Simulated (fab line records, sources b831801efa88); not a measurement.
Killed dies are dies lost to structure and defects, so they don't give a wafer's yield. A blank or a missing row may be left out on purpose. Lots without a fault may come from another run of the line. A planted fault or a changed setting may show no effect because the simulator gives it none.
Which tool did it? | flow sky130 | 11 lots, 33 wafers sampled, at 3 steps of a route of 708

WHAT THE GAUGES READ, wafer by wafer
SKY_METAL4_CD_MEAS_13: target cd 300 nm. Usual: cd_nm 299.7 nm, standard deviation 2.1.
lot  | measured     | on        | cd_nm (nm)        | flag
L112 | day 41 15:04 | cd_sem-01 | 300.8 300.3 301.1 |
L113 | day 42 04:45 | cd_sem-02 | 300.1 299.0 299.0 |
L118 | day 43 09:53 | cd_sem-01 | 297.1 297.6 298.5 |
L120 | day 44 06:05 | cd_sem-02 | 298.1 298.2 300.3 |
L124 | day 45 02:06 | cd_sem-02 | 301.7 302.6 302.6 |
L127 | day 46 06:02 | cd_sem-02 | 297.7 298.4 298.7 |
L129 | day 46 17:56 | cd_sem-01 | 298.1 298.2 297.6 |
L131 | day 46 20:54 | cd_sem-01 | 299.9 299.3 299.5 |
L135 | day 48 04:38 | cd_sem-02 | 297.5 298.4 299.6 |
L134 | day 48 07:33 | cd_sem-02 | 300.6 302.2 302.2 |
L133 | day 48 11:09 | cd_sem-02 | 296.0 295.7 295.0 |

WHICH TOOL RAN EACH LOT (tool, then ch and the chambers of the sampled wafers, then the start)
lot  | SKY_METAL3_ETCH_17                 | SKY_VIA3_ETCH_14
L112 | rie_diel-04 ch 1,2, day 38 08:25   | rie_diel-03 ch 2,3, day 39 11:43
L113 | rie_diel-04 ch 0,1,3, day 39 00:12 | rie_diel-03 ch 1,3, day 40 02:10
L118 | rie_diel-03 ch 0,1,2, day 40 07:26 | rie_diel-02 ch 0,1,2, day 41 09:19
L120 | rie_diel-01 ch 1,2,3, day 41 04:03 | rie_diel-01 ch 0,3, day 42 05:40
L124 | rie_diel-01 ch 0,2, day 42 02:18   | rie_diel-02 ch 0,2,3, day 43 03:22
L127 | rie_diel-03 ch 2,3, day 43 08:29   | rie_diel-02 ch 0,1,2, day 44 08:50
L129 | rie_diel-04 ch 0,1, day 43 22:13   | rie_diel-03 ch 0,1, day 44 21:31
L131 | rie_diel-04 ch 0,1,2, day 44 00:33 | rie_diel-02 ch 0,2,3, day 45 00:19
L135 | rie_diel-01 ch 1,2,3, day 45 11:40 | rie_diel-01 ch 0,1,3, day 46 10:34
L134 | rie_diel-01 ch 0,1, day 45 14:25   | rie_diel-01 ch 0,3, day 46 13:01
L133 | rie_diel-04 ch 0,1,2, day 45 19:52 | rie_diel-03 ch 1,2,3, day 46 18:04
- SKY_METAL3_ETCH_17: etches SiO2 in C4F8/O2/Ar, stops on TiN, time 3.9 s, target depth 15 nm.
- SKY_VIA3_ETCH_14: etches BARC in N2/H2, stops on SiO2, time 45.9 s, target depth 60 nm.

WHAT THE TOOLS THEMSELVES READ (means of the sampled wafers that have a number; where no wafer has one, the mark that the record gives instead)
SKY_METAL3_ETCH_17. Usual: oes_product_au 0.756 a.u., standard deviation 0.0081.
lot  | tool        | oes_product_au (a.u.) | flag
L112 | rie_diel-04 | 0.750                 |
L113 | rie_diel-04 | 0.753                 |
L118 | rie_diel-03 | 0.764                 |
L120 | rie_diel-01 | 0.758                 |
L124 | rie_diel-01 | 0.748                 |
L127 | rie_diel-03 | 0.755                 |
L129 | rie_diel-04 | 0.759                 |
L131 | rie_diel-04 | 0.753                 |
L135 | rie_diel-01 | 0.753                 |
L134 | rie_diel-01 | 0.753                 |
L133 | rie_diel-04 | 0.759                 |

SKY_VIA3_ETCH_14. Usual: drypump_motor_current_A 5.8 A, standard deviation 0.4; h2_flow_sccm 200.0 sccm, standard deviation 0.55; oes_product_au 0.854 a.u., standard deviation 0.0047; throttle_valve_pct 13.224 %, standard deviation 0.01.
lot  | tool        | drypump_motor_current_A (A) | h2_flow_sccm (sccm) | oes_product_au (a.u.) | throttle_valve_pct (%) | flag
L112 | rie_diel-03 | 5.7                         | 200.1               | 0.855                 | 13.221                 |
L113 | rie_diel-03 | 5.6                         | 199.8               | 0.853                 | 13.221                 |
L118 | rie_diel-02 | 5.7                         | 199.5               | 0.853                 | 13.232                 |
L120 | rie_diel-01 | 5.0                         | 200.5               | 0.857                 | 13.238                 |
L124 | rie_diel-02 | 5.9                         | 199.6               | 0.854                 | 13.229                 |
L127 | rie_diel-02 | 5.8                         | 199.8               | 0.852                 | 13.232                 |
L129 | rie_diel-03 | 6.1                         | 199.7               | 0.856                 | 13.226                 |
L131 | rie_diel-02 | 5.9                         | 200.0               | 0.854                 | 13.223                 |
L135 | rie_diel-01 | 5.4                         | 200.3               | 0.852                 | 13.224                 |
L134 | rie_diel-01 | 5.0                         | 199.4               | 0.858                 | 13.227                 |
L133 | rie_diel-03 | 5.7                         | 199.8               | 0.854                 | 13.225                 |

THE ANSWER, worked out from the rows above alone
Rule: a lot is off if the mean of its wafers that have a number lies more than 3 standard deviations from the usual mean. A lot without any number at a reading at which 4 lots or more have one is off too. The other lots that the step has rows for count as sound. The gauges are gone through in route order, then the tools' own readings, and for those a lot's mean is taken as printed above. The first step at which some lot is off is used, and at that step the reading that is off furthest; a lot without a number counts as furthest.
No lot is off at any reading shown: from this, nothing can be told.

WHAT THE SIMULATOR HAD PUT IN
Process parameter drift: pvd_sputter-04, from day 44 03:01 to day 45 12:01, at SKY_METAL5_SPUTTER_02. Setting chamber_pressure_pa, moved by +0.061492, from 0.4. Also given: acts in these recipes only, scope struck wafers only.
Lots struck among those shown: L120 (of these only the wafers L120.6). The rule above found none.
